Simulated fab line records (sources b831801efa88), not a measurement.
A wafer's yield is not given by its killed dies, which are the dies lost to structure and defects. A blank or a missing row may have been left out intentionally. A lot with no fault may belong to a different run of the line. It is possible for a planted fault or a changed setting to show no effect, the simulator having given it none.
fab line records    flow gf180mcu
record lots=24  wafers=72  last-day=34
route steps=602 shown V1@360 M3@423 M4@472 M5@536 V5@557 PASSIVATION@599
lots with no fault: from the same line, run without faults
start-h: hours from the record's opening day to when the first of the lot's shown wafers began    wait-h: time in hours since the lot's previous step    " the same as in the row above    L1.1+2: one row covering several wafers at once    - no value, or no start was given    * or withheld: withheld    < > ~ a bound
route shown NAME@n: names a module that has steps shown in the file, with the first one's number in the route    usual: mean/standard deviation taken from wafers without a fault    same: alike in all rows    chamber/n: place in a boat    sites: per-site readings    _std_site: how widely they spread, as a standard deviation    _edge_site: the outer-site mean with the inner-site mean subtracted    radius-mm: for every site, how far away it sits from the centre of the wafer    mask NAME#n: copy n    behind: the most recent tool/chamber to have shaped the wafer    hold: why the lot was held/for how many hours/how that ended    device: the transistor (n, p or np) that didn't switch    end of line: at the end of the route, the tests of the same wafers    for a step that has no rows: nothing shown but its recipe    killed: dies that structure and defects cost at the first sort, which is not the same as the wafer's yield    map: per-die view of a wafer (x killed, . not killed, _ where there is no die)
set.NAME: the setting that was run; set.NAME@STEP: the one run at that earlier step    model.NAME: the simulator's own value behind a step, which no gauge read
steps of the route over a sample of lots; a table a step, a row a wafer
services: the hour from which a tool's chamber was out of use, counted from the record's first day as start-h (under 0 if before that day), plus the number of hours and why
## steps
# step GF_V1_THK_MEAS_25
# recipe thk-meas-gauge=xrf  reads=W_of_V1_CVD_23
# usual V1_W_THK=349/4.6
lot.wafer  tool           chamber  start-h  wait-h  V1_W_THK[nm]
L074.1     film-metro-03  -        411.02   0.1     350
L074.3     "              -        "        "       353
L074.5     "              -        "        "       352
L075.2     film-metro-03  -        421.41   0.1     343
L075.4     "              -        "        "       340
L075.5     "              -        "        "       346
L076.3     film-metro-03  -        432.11   0.1     350
L076.5     "              -        "        "       348
L076.6     "              -        "        "       351
L077.1     film-metro-03  -        435.15   0.1     348
L077.3     "              -        "        "       352
L077.5     "              -        "        "       346
L078.2     film-metro-02  -        451.95   0.1     353
L078.3     "              -        "        "       352
L078.6     "              -        "        "       357
L079.3     film-metro-03  -        459.69   0.1     345
L079.5     "              -        "        "       348
L079.6     "              -        "        "       344
L080.2     film-metro-03  -        469.82   0.1     352
L080.4     "              -        "        "       352
L080.5     "              -        "        "       353
L081.1     film-metro-04  -        474.55   0.1     348
L081.2     "              -        "        "       346
L081.4     "              -        "        "       346
L082.2     film-metro-03  -        485.55   0.1     354
L082.5     "              -        "        "       352
L082.6     "              -        "        "       349
L083.3     film-metro-03  -        496.47   0.1     353
L083.4     "              -        "        "       350
L083.6     "              -        "        "       353
L084.2     film-metro-02  -        505.28   0.1     349
L084.5     "              -        "        "       346
L084.6     "              -        "        "       349
L085.2     film-metro-03  -        515.74   0.1     347
L085.3     "              -        "        "       351
L085.6     "              -        "        "       345
L086.1     film-metro-03  -        525.28   0.1     357
L086.2     "              -        "        "       353
L086.5     "              -        "        "       351
L087.1     film-metro-03  -        531.14   0.1     351
L087.4     "              -        "        "       349
L087.5     "              -        "        "       353
L088.1     film-metro-03  -        537.92   0.1     347
L088.4     "              -        "        "       351
L088.5     "              -        "        "       347
L089.1     film-metro-03  -        549.71   0.1     355
L089.2     "              -        "        "       359
L089.5     "              -        "        "       360
L090.2     film-metro-03  -        555.48   0.1     347
L090.3     "              -        "        "       346
L090.6     "              -        "        "       349
L091.2     film-metro-03  -        558.57   0.1     350
L091.4     "              -        "        "       352
L091.5     "              -        "        "       356
L092.1     film-metro-04  -        568.18   0.1     351
L092.2     "              -        "        "       342
L092.3     "              -        "        "       349
L093.1     film-metro-04  -        575.34   0.1     356
L093.3     "              -        "        "       351
L093.6     "              -        "        "       357
L094.2     film-metro-02  -        583.42   0.1     348
L094.4     "              -        "        "       348
L094.5     "              -        "        "       346
L095.2     film-metro-02  -        589.16   0.1     354
L095.3     "              -        "        "       346
L095.4     "              -        "        "       348
L096.2     film-metro-02  -        597.60   0.1     335
L096.3     "              -        "        "       345
L096.4     "              -        "        "       337
L097.4     film-metro-03  -        602.21   0.1     352
L097.5     "              -        "        "       351
L097.6     "              -        "        "       352
# step GF_M3_CD_MEAS_14
# recipe target-cd-nm=280
# usual cd-nm=280.2/1.1
lot.wafer  tool       chamber  start-h  wait-h  cd-nm
L074.1     cd-sem-02  -        487.60   0.1     279.9
L074.3     "          -        "        "       279.2
L074.5     "          -        "        "       279.0
L075.2     cd-sem-01  -        496.29   0.1     278.4
L075.4     "          -        "        "       278.2
L075.5     "          -        "        "       277.9
L076.3     cd-sem-02  -        508.51   0.1     280.5
L076.5     "          -        "        "       279.8
L076.6     "          -        "        "       280.1
L077.1     cd-sem-01  -        510.77   0.1     280.8
L077.3     "          -        "        "       280.3
L077.5     "          -        "        "       278.7
L078.2     cd-sem-02  -        527.94   0.1     280.7
L078.3     "          -        "        "       280.4
L078.6     "          -        "        "       279.9
L079.3     cd-sem-02  -        534.69   0.1     279.6
L079.5     "          -        "        "       279.6
L079.6     "          -        "        "       278.6
L080.2     cd-sem-02  -        543.89   0.1     279.1
L080.4     "          -        "        "       278.7
L080.5     "          -        "        "       281.7
L081.1     cd-sem-02  -        547.92   0.1     279.4
L081.2     "          -        "        "       279.4
L081.4     "          -        "        "       281.4
L082.2     cd-sem-01  -        559.04   0.1     281.8
L082.5     "          -        "        "       283.7
L082.6     "          -        "        "       280.9
L083.3     cd-sem-01  -        568.06   0.1     280.8
L083.4     "          -        "        "       280.3
L083.6     "          -        "        "       279.1
L084.2     cd-sem-02  -        576.89   0.1     279.4
L084.5     "          -        "        "       280.0
L084.6     "          -        "        "       279.5
L085.2     cd-sem-02  -        587.09   0.1     280.3
L085.3     "          -        "        "       282.0
L085.6     "          -        "        "       280.2
L086.1     cd-sem-02  -        595.27   0.1     281.2
L086.2     "          -        "        "       282.0
L086.5     "          -        "        "       280.9
L087.1     cd-sem-01  -        601.37   0.1     281.0
L087.4     "          -        "        "       280.3
L087.5     "          -        "        "       280.0
L088.1     cd-sem-01  -        606.12   0.1     280.2
L088.4     "          -        "        "       280.3
L088.5     "          -        "        "       280.8
L089.1     cd-sem-01  -        616.77   0.1     281.8
L089.2     "          -        "        "       281.8
L089.5     "          -        "        "       282.4
L090.2     cd-sem-02  -        622.94   0.1     279.1
L090.3     "          -        "        "       278.1
L090.6     "          -        "        "       280.1
L091.2     cd-sem-01  -        626.14   0.1     280.2
L091.4     "          -        "        "       280.2
L091.5     "          -        "        "       280.0
L092.1     cd-sem-01  -        632.67   0.1     280.7
L092.2     "          -        "        "       279.7
L092.3     "          -        "        "       280.6
L093.1     cd-sem-02  -        641.22   0.1     281.0
L093.3     "          -        "        "       280.7
L093.6     "          -        "        "       280.0
L094.2     cd-sem-01  -        648.14   0.1     281.0
L094.4     "          -        "        "       281.5
L094.5     "          -        "        "       280.3
L095.2     cd-sem-02  -        652.72   0.1     277.7
L095.3     "          -        "        "       276.9
L095.4     "          -        "        "       278.2
L096.2     cd-sem-01  -        661.78   0.2     281.6
L096.3     "          -        "        "       282.4
L096.4     "          -        "        "       282.1
L097.4     cd-sem-01  -        664.81   0.1     280.9
L097.5     "          -        "        "       279.7
L097.6     "          -        "        "       279.8
# step GF_M4_METAL_ETCH_16
# recipe chemistry=Cl2/BCl3  mask-material=KrF  target-depth-nm=750.8  stop-on=SiO2  pressure-mtorr=8  icp-w=800  bias-w=140  Cl2_flow_sccm=80  bcl3-flow-sccm=40  time-s=125.1
# usual drypump-motor-current-A=5.5/0.3  oes-product-au=0.991/0.0048  throttle-valve-pct=28.230/0.0092
lot.wafer  tool          chamber  start-h  wait-h  drypump-motor-current-A  oes-product-au  rf-hours-counter-h  throttle-valve-pct
L074.1     rie-metal-02  1        537.27   0.0     5.9                      0.983           3                   28.240
L074.3     "             0        "        "       5.3                      0.984           -                   28.245
L074.5     "             1        "        "       5.8                      0.997           -                   28.231
L075.2     rie-metal-03  1        546.22   0.0     5.4                      0.993           10                  28.230
L075.4     "             0        "        "       4.9                      0.996           -                   28.227
L075.5     "             0        "        "       5.0                      0.997           -                   28.227
L076.3     rie-metal-02  0        556.79   0.1     5.3                      0.992           -                   28.244
L076.5     "             1        "        "       5.9                      0.986           -                   28.244
L076.6     "             0        "        "       5.2                      0.994           -                   28.233
L077.1     rie-metal-04  1        559.49   0.0     5.3                      0.994           6                   28.231
L077.3     "             1        "        "       5.4                      0.984           -                   28.226
L077.5     "             1        "        "       5.4                      0.992           -                   28.229
L078.2     rie-metal-02  1        576.19   0.0     5.9                      0.999           4                   28.222
L078.3     "             1        "        "       5.8                      0.990           -                   28.235
L078.6     "             0        "        "       5.2                      0.991           -                   28.238
L079.3     rie-metal-04  1        582.33   0.1     5.3                      0.990           -                   28.228
L079.5     "             0        "        "       5.7                      0.990           -                   28.235
L079.6     "             1        "        "       5.4                      0.991           -                   28.223
L080.2     rie-metal-03  1        590.79   0.0     5.4                      0.988           11                  28.235
L080.4     "             0        "        "       4.9                      0.982           -                   28.225
L080.5     "             1        "        "       5.4                      0.987           -                   28.231
L081.1     rie-metal-02  0        594.73   0.0     5.3                      0.988           9                   28.237
L081.2     "             1        "        "       5.9                      0.992           5                   28.226
L081.4     "             0        "        "       5.3                      0.993           -                   28.238
L082.2     rie-metal-02  0        604.63   0.0     5.3                      0.991           9                   28.228
L082.5     "             1        "        "       5.9                      0.997           -                   28.239
L082.6     "             0        "        "       5.2                      0.995           -                   28.234
L083.3     rie-metal-02  0        613.72   0.1     5.3                      0.994           -                   28.222
L083.4     "             1        "        "       5.9                      0.984           -                   28.234
L083.6     "             0        "        "       5.3                      0.991           -                   28.240
L084.2     rie-metal-02  1        622.17   0.0     5.9                      0.985           6                   28.216
L084.5     "             0        "        "       5.2                      0.993           -                   28.235
L084.6     "             1        "        "       5.9                      0.992           -                   28.235
L085.2     rie-metal-04  0        631.09   0.0     5.8                      1.003           2                   28.220
L085.3     "             1        "        "       5.4                      0.997           -                   28.222
L085.6     "             0        "        "       5.8                      0.989           -                   28.227
L086.1     rie-metal-03  0        639.79   0.0     4.9                      0.994           14                  28.231
L086.2     "             1        "        "       5.4                      0.983           13                  28.222
L086.5     "             0        "        "       4.9                      0.994           -                   28.220
L087.1     rie-metal-02  0        644.93   0.0     5.3                      0.989           10                  28.242
L087.4     "             0        "        "       5.3                      0.980           -                   28.239
L087.5     "             0        "        "       5.3                      0.988           -                   28.223
L088.1     rie-metal-04  0        649.53   0.0     5.7                      0.996           3                   28.215
L088.4     "             0        "        "       5.7                      1.000           -                   28.236
L088.5     "             1        "        "       5.4                      0.985           -                   28.233
L089.1     rie-metal-04  0        659.52   0.0     5.8                      0.992           3                   28.221
L089.2     "             1        "        "       5.4                      0.991           10                  28.222
L089.5     "             1        "        "       5.4                      0.996           -                   28.243
L090.2     rie-metal-02  1        665.58   0.0     5.9                      0.991           7                   28.240
L090.3     "             0        "        "       5.2                      0.991           -                   28.240
L090.6     "             1        "        "       5.9                      0.984           -                   28.238
L091.2     rie-metal-02  0        669.07   0.0     5.3                      0.987           11                  28.236
L091.4     "             1        "        "       5.8                      0.982           -                   28.229
L091.5     "             1        "        "       5.8                      0.987           -                   28.235
L092.1     rie-metal-04  1        674.94   0.0     5.4                      0.997           11                  28.228
L092.2     "             0        "        "       5.7                      0.991           4                   28.219
L092.3     "             1        "        "       5.4                      0.993           -                   28.247
L093.1     rie-metal-03  1        682.02   0.0     5.4                      0.992           15                  28.230
L093.3     "             0        "        "       4.9                      0.980           -                   28.230
L093.6     "             1        "        "       5.4                      0.992           -                   28.209
L094.2     rie-metal-02  1        689.72   0.0     5.9                      0.988           8                   28.230
L094.4     "             0        "        "       5.2                      0.986           -                   28.234
L094.5     "             0        "        "       5.3                      0.987           -                   28.230
L095.2     rie-metal-04  1        694.32   0.0     5.4                      0.987           12                  28.235
L095.3     "             1        "        "       5.3                      0.991           -                   28.247
L095.4     "             0        "        "       5.8                      0.990           -                   28.214
L096.2     rie-metal-02  1        702.42   0.0     5.9                      0.990           8                   28.240
L096.3     "             0        "        "       5.2                      0.989           -                   28.231
L096.4     "             1        "        "       5.8                      0.995           -                   28.240
L097.4     rie-metal-02  0        705.67   0.1     5.2                      0.989           -                   28.209
L097.5     "             0        "        "       5.3                      0.995           -                   28.246
L097.6     "             1        "        "       5.8                      0.987           -                   28.235
# step GF_M5_METAL_ETCH_10
# recipe chemistry=Cl2/BCl3  mask-material=KrF  target-depth-nm=750.8  stop-on=SiO2  pressure-mtorr=8  icp-w=800  bias-w=140  Cl2_flow_sccm=80  bcl3-flow-sccm=40  time-s=125.1
# usual drypump-motor-current-A=5.5/0.37  oes-product-au=0.990/0.0052  throttle-valve-pct=28.231/0.0093
lot.wafer  tool          chamber  start-h  wait-h  drypump-motor-current-A  oes-product-au  rf-hours-counter-h  throttle-valve-pct
L074.1     rie-metal-01  0        605.66   0.0     5.7                      0.981           4                   28.245
L074.3     "             1        "        "       6.0                      0.980           -                   28.244
L074.5     "             1        "        "       6.0                      0.984           -                   28.225
L075.2     rie-metal-03  0        614.05   0.0     4.9                      0.986           14                  28.223
L075.4     "             1        "        "       5.4                      0.988           -                   28.240
L075.5     "             0        "        "       4.9                      0.985           -                   28.241
L076.3     rie-metal-02  0        623.79   0.1     5.3                      0.988           -                   28.221
L076.5     "             0        "        "       5.3                      0.994           -                   28.207
L076.6     "             1        "        "       5.9                      0.991           -                   28.229
L077.1     rie-metal-02  0        625.94   0.0     5.2                      0.998           10                  28.223
L077.3     "             0        "        "       5.3                      0.991           -                   28.217
L077.5     "             0        "        "       5.3                      0.990           -                   28.218
L078.2     rie-metal-03  1        642.38   0.0     5.4                      0.999           13                  28.224
L078.3     "             0        "        "       4.9                      0.997           -                   28.225
L078.6     "             0        "        "       4.9                      1.000           -                   28.222
L079.3     rie-metal-03  1        646.74   0.1     5.4                      0.986           -                   28.232
L079.5     "             1        "        "       5.4                      0.987           -                   28.218
L079.6     "             0        "        "       4.9                      0.995           -                   28.232
L080.2     rie-metal-02  0        654.90   0.0     5.3                      0.989           11                  28.234
L080.4     "             0        "        "       5.2                      0.989           -                   28.225
L080.5     "             1        "        "       5.8                      0.982           -                   28.248
L081.1     rie-metal-01  0        658.24   0.0     5.8                      0.987           6                   28.239
L081.2     "             1        "        "       6.0                      0.991           3                   28.238
L081.4     "             1        "        "       6.0                      0.995           -                   28.216
L082.2     rie-metal-03  1        668.04   0.1     5.4                      0.991           -                   28.236
L082.5     "             1        "        "       5.4                      1.002           -                   28.238
L082.6     "             1        "        "       5.4                      0.984           -                   28.215
L083.3     rie-metal-02  0        675.82   0.1     5.3                      0.994           -                   28.226
L083.4     "             1        "        "       5.9                      0.994           -                   28.241
L083.6     "             0        "        "       5.3                      0.988           -                   28.219
L084.2     rie-metal-02  1        684.39   0.0     5.9                      0.984           8                   28.239
L084.5     "             0        "        "       5.2                      0.981           -                   28.253
L084.6     "             1        "        "       5.9                      0.989           -                   28.235
L085.2     rie-metal-03  0        692.09   0.1     5.0                      0.983           -                   28.229
L085.3     "             0        "        "       4.9                      0.990           -                   28.219
L085.6     "             0        "        "       4.9                      0.989           -                   28.260
L086.1     rie-metal-02  1        699.63   0.0     5.8                      0.991           8                   28.227
L086.2     "             0        "        "       5.3                      0.998           12                  28.245
L086.5     "             0        "        "       5.3                      0.990           -                   28.239
L087.1     rie-metal-03  0        705.68   0.0     4.9                      0.988           2                   28.236
L087.4     "             0        "        "       4.9                      0.976           -                   28.228
L087.5     "             0        "        "       4.9                      0.983           -                   28.228
L088.1     rie-metal-01  1        711.18   0.0     6.0                      0.985           5                   28.220
L088.4     "             1        "        "       6.0                      1.001           -                   28.230
L088.5     "             1        "        "       6.0                      0.994           -                   28.239
L089.1     rie-metal-01  1        719.84   0.0     6.0                      0.996           5                   28.235
L089.2     "             0        "        "       5.8                      0.983           8                   28.232
L089.5     "             0        "        "       5.7                      0.993           -                   28.239
L090.2     rie-metal-02  1        725.44   0.0     5.9                      0.983           9                   28.233
L090.3     "             1        "        "       5.9                      0.980           -                   28.232
L090.6     "             0        "        "       5.3                      0.987           -                   28.234
L091.2     rie-metal-01  0        728.18   0.0     5.7                      0.986           9                   28.214
L091.4     "             1        "        "       6.0                      0.996           -                   28.221
L091.5     "             0        "        "       5.7                      0.996           -                   28.240
L092.1     rie-metal-02  0        735.46   0.0     5.3                      0.989           14                  28.230
L092.2     "             1        "        "       5.9                      0.984           10                  28.233
L092.3     "             0        "        "       5.3                      0.994           -                   28.227
L093.1     rie-metal-02  0        738.81   0.0     5.3                      0.991           14                  28.230
L093.3     "             1        "        "       5.8                      0.995           -                   28.213
L093.6     "             0        "        "       5.3                      0.995           -                   28.221
L094.2     rie-metal-01  1        746.11   0.0     6.0                      0.991           7                   28.223
L094.4     "             0        "        "       5.7                      0.982           -                   28.235
L094.5     "             0        "        "       5.7                      0.996           -                   28.230
L095.2     rie-metal-01  1        750.19   0.0     6.0                      0.995           7                   28.223
L095.3     "             0        "        "       5.8                      0.984           -                   28.234
L095.4     "             1        "        "       6.0                      0.990           -                   28.230
L096.2     rie-metal-02  0        757.83   0.0     5.3                      0.988           15                  28.233
L096.3     "             0        "        "       5.2                      0.994           -                   28.222
L096.4     "             1        "        "       5.9                      0.991           -                   28.231
L097.4     rie-metal-02  0        761.90   0.1     5.2                      0.989           -                   28.236
L097.5     "             1        "        "       5.9                      0.995           -                   28.240
L097.6     "             0        "        "       5.3                      0.993           -                   28.239
# step GF_V5_ETCH_17
# recipe chemistry=C4F8/O2/Ar  mask-material=KrF  target=SiO2  stop-on=TiN  source-w=1500  bias-w=1200  pressure-mtorr=40  c4f8-flow-sccm=withheld  O2_flow_sccm=6  Ar_flow_sccm=300  time-s=withheld  target-depth-a=8550
# usual oes-product-au=0.860/0.0045
lot.wafer  tool         chamber  start-h  wait-h  oes-product-au
L074.1     rie-diel-03  2        -        -       0.859
L074.3     "            0        "        "       0.859
L074.5     "            3        "        "       0.853
L075.2     rie-diel-01  3        -        -       0.855
L075.4     "            1        "        "       0.858
L075.5     "            1        "        "       0.856
L076.3     rie-diel-04  3        -        -       0.854
L076.5     "            1        "        "       0.865
L076.6     "            2        "        "       0.858
L077.1     rie-diel-01  3        -        -       0.860
L077.3     "            2        "        "       0.864
L077.5     "            3        "        "       0.866
L078.2     rie-diel-03  1        -        -       0.863
L078.3     "            3        "        "       0.863
L078.6     "            2        "        "       0.857
L079.3     rie-diel-04  2        -        -       0.860
L079.5     "            0        "        "       0.858
L079.6     "            1        "        "       0.861
L080.2     rie-diel-01  3        -        -       0.852
L080.4     "            0        "        "       0.867
L080.5     "            2        "        "       0.861
L081.1     rie-diel-03  3        -        -       0.852
L081.2     "            0        "        "       0.859
L081.4     "            1        "        "       0.863
L082.2     rie-diel-01  3        -        -       0.859
L082.5     "            1        "        "       0.861
L082.6     "            2        "        "       0.859
L083.3     rie-diel-04  2        -        -       0.862
L083.4     "            1        "        "       0.863
L083.6     "            3        "        "       0.853
L084.2     rie-diel-04  0        -        -       0.864
L084.5     "            0        "        "       0.868
L084.6     "            1        "        "       0.866
L085.2     rie-diel-04  1        -        -       0.860
L085.3     "            3        "        "       0.862
L085.6     "            0        "        "       0.856
L086.1     rie-diel-03  3        -        -       0.854
L086.2     "            1        "        "       0.859
L086.5     "            2        "        "       0.853
L087.1     rie-diel-03  2        -        -       0.860
L087.4     "            0        "        "       0.854
L087.5     "            2        "        "       0.853
L088.1     rie-diel-03  0        -        -       0.854
L088.4     "            3        "        "       0.861
L088.5     "            3        "        "       0.861
L089.1     rie-diel-03  3        -        -       0.870
L089.2     "            0        "        "       0.853
L089.5     "            0        "        "       0.863
L090.2     rie-diel-04  2        -        -       0.862
L090.3     "            1        "        "       0.856
L090.6     "            0        "        "       0.862
L091.2     rie-diel-04  0        -        -       0.864
L091.4     "            3        "        "       0.853
L091.5     "            0        "        "       0.867
L092.1     rie-diel-03  0        -        -       0.851
L092.2     "            2        "        "       0.868
L092.3     "            1        "        "       0.857
L093.1     rie-diel-01  0        -        -       0.855
L093.3     "            1        "        "       0.870
L093.6     "            2        "        "       0.859
L094.2     rie-diel-01  3        -        -       0.861
L094.4     "            2        "        "       0.862
L094.5     "            2        "        "       0.857
L095.2     rie-diel-03  0        -        -       0.857
L095.3     "            3        "        "       0.855
L095.4     "            2        "        "       0.864
L096.2     rie-diel-01  3        -        -       0.864
L096.3     "            1        "        "       0.849
L096.4     "            0        "        "       0.859
L097.4     rie-diel-04  3        -        -       0.869
L097.5     "            3        "        "       0.861
L097.6     "            0        "        "       0.865
# step GF_PASSIVATION_STRIP_12
# recipe chemistry=O2/N2  power-w=1400  pressure-mtorr=1459  platen-temp-c=250  o2-flow-sccm=3000  n2-flow-sccm=300  overash-fraction=0.5
# usual drypump-motor-current-A=5.74/0.24  heater-power-w=365/23  oes-product-au=0.715/0.004  platen-temp-c=249.97/0.21  strip-time-to-endpoint-s=33.2/0.32
lot.wafer  tool             chamber  start-h  wait-h  drypump-motor-current-A  heater-power-w  oes-product-au  platen-temp-c  rf-hours-counter-h  strip-time-to-endpoint-s
L074.1     plasma-asher-03  0        670.29   0.1     5.59                     364             0.718           250.31         108                 33.0
L074.3     "                0        "        "       5.52                     360             0.713           249.84         -                   33.1
L074.5     "                1        "        "       6.08                     361             0.715           249.73         -                   33.3
L075.2     plasma-asher-02  0        676.99   0.1     5.41                     361             0.713           250.12         92                  33.9
L075.4     "                1        "        "       6.08                     334             0.717           250.20         -                   33.8
L075.5     "                0        "        "       5.41                     370             0.716           249.92         -                   33.1
L076.3     plasma-asher-03  1        687.57   0.2     6.07                     363             0.716           250.25         -                   32.8
L076.5     "                0        "        "       5.54                     370             0.715           250.20         -                   32.7
L076.6     "                1        "        "       6.09                     359             0.710           250.07         -                   33.6
L077.1     plasma-asher-03  0        688.82   0.1     5.59                     364             0.715           249.89         110                 33.5
L077.3     "                0        "        "       5.60                     360             0.714           249.99         -                   32.7
L077.5     "                1        "        "       6.06                     363             0.715           249.82         -                   32.8
L078.2     plasma-asher-04  0        703.63   0.1     5.73                     408             0.717           249.68         60                  33.0
L078.3     "                0        "        "       5.72                     397             0.717           249.83         -                   33.2
L078.6     "                1        "        "       5.60                     365             0.713           250.01         -                   33.0
L079.3     plasma-asher-03  1        707.92   0.2     6.06                     365             0.718           250.10         -                   33.2
L079.5     "                1        "        "       6.07                     353             0.716           250.00         -                   32.8
L079.6     "                0        "        "       5.56                     365             0.723           250.15         -                   33.2
L080.2     plasma-asher-02  1        714.83   0.1     6.09                     345             0.714           250.03         96                  32.9
L080.4     "                0        "        "       5.44                     370             0.716           250.04         -                   32.9
L080.5     "                1        "        "       6.02                     341             0.717           250.07         -                   32.9
L081.1     plasma-asher-03  1        718.38   0.1     6.09                     354             0.717           249.94         113                 33.0
L081.2     "                0        "        "       5.60                     368             0.718           249.99         113                 32.8
L081.4     "                1        "        "       6.09                     348             0.715           250.28         -                   33.3
L082.2     plasma-asher-03  1        727.92   0.1     6.05                     362             0.712           249.88         113                 33.9
L082.5     "                0        "        "       5.60                     360             0.717           249.96         -                   33.7
L082.6     "                1        "        "       6.08                     369             0.715           249.91         -                   33.1
L083.3     plasma-asher-04  0        735.80   0.2     5.69                     408             0.716           249.96         -                   33.7
L083.4     "                1        "        "       5.59                     354             0.716           250.09         -                   33.2
L083.6     "                1        "        "       5.61                     356             0.716           250.18         -                   33.8
L084.2     plasma-asher-02  1        742.13   0.1     6.07                     338             0.715           250.52         99                  32.5
L084.5     "                0        "        "       5.41                     375             0.718           250.08         -                   32.6
L084.6     "                1        "        "       6.07                     341             0.714           250.34         -                   33.3
L085.2     plasma-asher-03  0        749.93   0.1     5.62                     345             0.711           249.76         1                   33.2
L085.3     "                0        "        "       5.57                     339             0.716           249.86         -                   33.4
L085.6     "                1        "        "       6.07                     354             0.719           250.19         -                   33.0
L086.1     plasma-asher-04  0        755.94   0.1     5.71                     403             0.712           249.32         66                  33.0
L086.2     "                1        "        "       5.60                     361             0.710           250.06         66                  32.9
L086.5     "                0        "        "       5.73                     398             0.707           249.73         -                   33.6
L087.1     plasma-asher-04  1        762.23   0.1     5.60                     367             0.709           249.40         67                  33.3
L087.4     "                0        "        "       5.72                     409             0.719           249.96         -                   33.0
L087.5     "                1        "        "       5.60                     361             0.717           249.83         -                   33.4
L088.1     plasma-asher-04  0        766.53   0.1     5.72                     408             0.713           250.06         67                  33.1
L088.4     "                0        "        "       5.71                     422             0.710           250.06         -                   32.7
L088.5     "                0        "        "       5.72                     417             0.713           250.08         -                   32.6
L089.1     plasma-asher-02  1        773.69   0.1     6.08                     345             0.713           250.01         102                 33.9
L089.2     "                0        "        "       5.43                     366             0.709           250.05         102                 33.0
L089.5     "                1        "        "       6.10                     331             0.711           249.69         -                   33.8
L090.2     plasma-asher-04  0        779.47   0.1     5.72                     397             0.716           249.81         69                  33.1
L090.3     "                1        "        "       5.59                     351             0.711           249.76         -                   32.9
L090.6     "                0        "        "       5.72                     400             0.710           250.38         -                   33.1
L091.2     plasma-asher-03  0        783.02   0.1     5.54                     344             0.715           249.91         4                   33.4
L091.4     "                1        "        "       6.06                     358             0.722           249.88         -                   33.1
L091.5     "                1        "        "       6.07                     358             0.716           250.11         -                   33.1
L092.1     plasma-asher-04  1        788.53   0.1     5.60                     359             0.719           250.01         70                  33.2
L092.2     "                0        "        "       5.72                     420             0.716           249.97         70                  32.9
L092.3     "                0        "        "       5.71                     403             0.722           250.16         -                   33.3
L093.1     plasma-asher-04  1        791.09   0.1     5.60                     366             0.715           250.15         70                  33.1
L093.3     "                1        "        "       5.61                     368             0.716           249.61         -                   33.6
L093.6     "                1        "        "       5.60                     357             0.707           249.89         -                   33.2
L094.2     plasma-asher-03  1        798.52   0.1     6.07                     354             0.717           249.97         5                   33.0
L094.4     "                0        "        "       5.55                     342             0.708           249.76         -                   33.3
L094.5     "                0        "        "       5.54                     336             0.720           249.66         -                   33.1
L095.2     plasma-asher-04  1        801.14   0.1     5.59                     355             0.709           249.90         71                  33.8
L095.3     "                1        "        "       5.57                     360             0.715           249.83         -                   33.3
L095.4     "                0        "        "       5.69                     413             0.717           249.97         -                   33.5
L096.2     plasma-asher-02  0        807.44   0.1     5.41                     363             0.711           249.93         106                 32.9
L096.3     "                1        "        "       6.09                     325             0.722           250.02         -                   33.4
L096.4     "                0        "        "       5.38                     368             0.710           249.96         -                   32.9
L097.4     plasma-asher-03  1        812.16   0.2     6.07                     350             0.717           250.05         -                   33.5
L097.5     "                1        "        "       6.06                     360             0.714           249.67         -                   33.6
L097.6     "                0        "        "       5.56                     344             0.719           249.97         -                   33.3
## services
tool             chamber  start-h  hours  kind
rie-metal-04     -        522.43   0.7    repair
rie-diel-01      -        522.49   28.1   pm
rie-diel-04      0        547.73   4.0    repair
rie-diel-04      3        548.91   16.3   repair
rie-diel-01      -        550.59   4.3    pm
plasma-asher-04  -        550.89   5.8    repair
plasma-asher-03  -        584.77   1.7    repair
rie-diel-04      2        586.77   4.5    repair
rie-metal-03     -        602.29   1.4    pm
rie-metal-03     -        614.99   14.6   pm
rie-diel-04      3        615.60   5.8    repair
rie-metal-03     -        652.61   2.8    pm
rie-metal-02     -        656.23   4.3    pm
rie-diel-04      2        656.98   8.0    repair
rie-metal-03     -        658.06   0.6    repair
rie-diel-04      -        662.57   0.6    repair
rie-metal-03     1        685.48   73.2   repair
rie-diel-03      -        696.77   0.6    repair
rie-metal-03     0        728.06   26.8   repair
plasma-asher-03  -        733.75   9.0    pm
rie-diel-03      3        756.24   2.5    repair
plasma-asher-03  -        760.18   2.8    pm
rie-diel-04      2        772.04   2.8    repair
plasma-asher-04  -        802.45   11.4   repair
## key
fault none
